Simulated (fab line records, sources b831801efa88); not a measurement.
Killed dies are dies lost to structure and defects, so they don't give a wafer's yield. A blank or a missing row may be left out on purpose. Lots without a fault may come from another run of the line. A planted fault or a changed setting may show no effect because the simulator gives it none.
A struck lot beside a sound one | flow sky130 | 26 steps out of a route of 708
Sound: wafers L316.1, L316.2, L316.5. Struck: wafers L302.1, L302.3, L302.4. The cause comes at the end.
At each step with rows: each side's tool, then ch and its chambers, then its first start. Under that, the readings that differ: sound wafers | struck wafers | difference of the means | sigmas: that difference in standard deviations of wafers without a fault.
alike: readings whose means differ by less than 2 such deviations, and words and numbers that are the same on both sides. not compared: withheld readings, readings that some wafer has no value for, bounds like >300 that may hide the same value, and numbers for which the record gives no deviation and whose values overlap.
The two part at a step that has a row with sigmas, a row that says differs or no value, or rows on one side only. Numbers that don't overlap but have no deviation are shown without sigmas and don't part them. A reading that every wafer of one side lacks parts them only if that side has two wafers or more.

first, 10 steps without rows for these wafers: SKY_CONTACT_ETCH_18 (etches Si3N4 in CHF3/O2, stops on TiN, time 39 s, target depth 75 nm); SKY_CONTACT_STRIP_19 (strips in O2/N2); SKY_CONTACT_STRIP_20 (strips in post etch residue remover, time 1200 s); SKY_CONTACT_CLEAN_21 (cleans in IPA, time 180 s); SKY_CONTACT_CLEAN_22 (cleans in O3/DIW); SKY_CONTACT_SPUTTER_23 (material TiN, target thk 20 nm, time 80 s); SKY_CONTACT_CVD_24 (deposits W, target thk 340 nm, time 102.12 s); SKY_CONTACT_CMP_27 (polishes, stops on SiO2, t overpolish 15 s, target thk 0 nm); SKY_METAL1_SPUTTER_00 (material Ti, target thk 15 nm, time 10 s); SKY_METAL1_SPUTTER_01 (material TiN, target thk 20 nm, time 16.7 s).
SKY_METAL1_SPUTTER_02: material AlCu, target thk 250 nm, time 13.3 s.
  sound on pvd_sputter-03, day 38 06:04; struck on pvd_sputter-03, day 34 18:18
  reading                | sound             | struck            | difference | sigmas
  cathode_dc_power_W (W) | 10599 10600 10602 | 11034 11035 11034 | +434       | +99 or more
  alike: throttle_valve_pct
  not compared: model.AlCu_of_METAL1_SPUTTER_02.thk_nm
then, 12 steps without rows for these wafers: SKY_METAL1_SPUTTER_03 (material Ti, target thk 5 nm, time 3.3 s); SKY_METAL1_SPUTTER_04 (material TiN, target thk 70 nm, time 58.3 s); SKY_METAL1_DEHYDRATE_07 (time 60 s); SKY_METAL1_HMDS_08 (prime time 60 s); SKY_METAL1_COAT_09 (resist thk 60 nm); SKY_METAL1_COAT_10 (resist thk 450 nm); SKY_METAL1_SOFTBAKE_11 (time 90 s); SKY_METAL1_EXPOSE_12 (exposes mask MM1, target cd 140 nm); SKY_METAL1_PEB_13; SKY_METAL1_DEVELOP_14 (develop time 60 s); SKY_METAL1_DESCUM_17 (chemistry O2, time 8 s); SKY_METAL1_ETCH_18 (etches BARC in N2/H2, stops on SiO2, time 45.9 s, target depth 60 nm).
SKY_METAL1_METAL_ETCH_19: etches the open film in Cl2/BCl3, stops on SiO2, target depth 360 nm, time 78 s.
  sound on rie_metal-03 ch 0,1, day 39 07:47; struck on rie_metal-02 ch 0,1, day 35 20:48
  alike: bcl3_flow_sccm, bias_w, drypump_motor_current_A, oes_product_au, rf_fwd_power_W, throttle_valve_pct
  not compared: rf_hours_counter_h, model.etch.depth_nm, model.METAL1.feature_depth_nm
then, 1 step without rows for these wafers: SKY_METAL1_STRIP_20 (strips in O2/N2).
-- the record jumps here: 12 days lie between the struck wafers' starts before and after (it left off in module METAL1 and takes up again in module PAD_OPEN, whose first step shown is number 708 of the route) --
SKY_PAD_OPEN_PROBE_99:
  sound on prober-01, day 50 13:32; struck on prober-01, day 48 02:46
  reading         | sound | struck | difference | sigmas
  killed_at_M4_up | 3 1 2 | 8 4 5  | +4         | +2
  alike: defect_limited_yield, killed_at_M0_to_M3, killed_at_contacts, killed_at_front_end, killed_at_other, killed_dies, killed_open, killed_short
  not compared: model.etest.met1.line_ohm_um, model.etest.met1.rs_ohm_sq

WHERE THEY PART
First at SKY_METAL1_SPUTTER_02; last, within this record, at SKY_PAD_OPEN_PROBE_99.

WHY: what the simulator had put in
Process parameter drift: pvd_sputter-03, from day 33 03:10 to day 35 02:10, at SKY_METAL1_SPUTTER_02. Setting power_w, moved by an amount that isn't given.
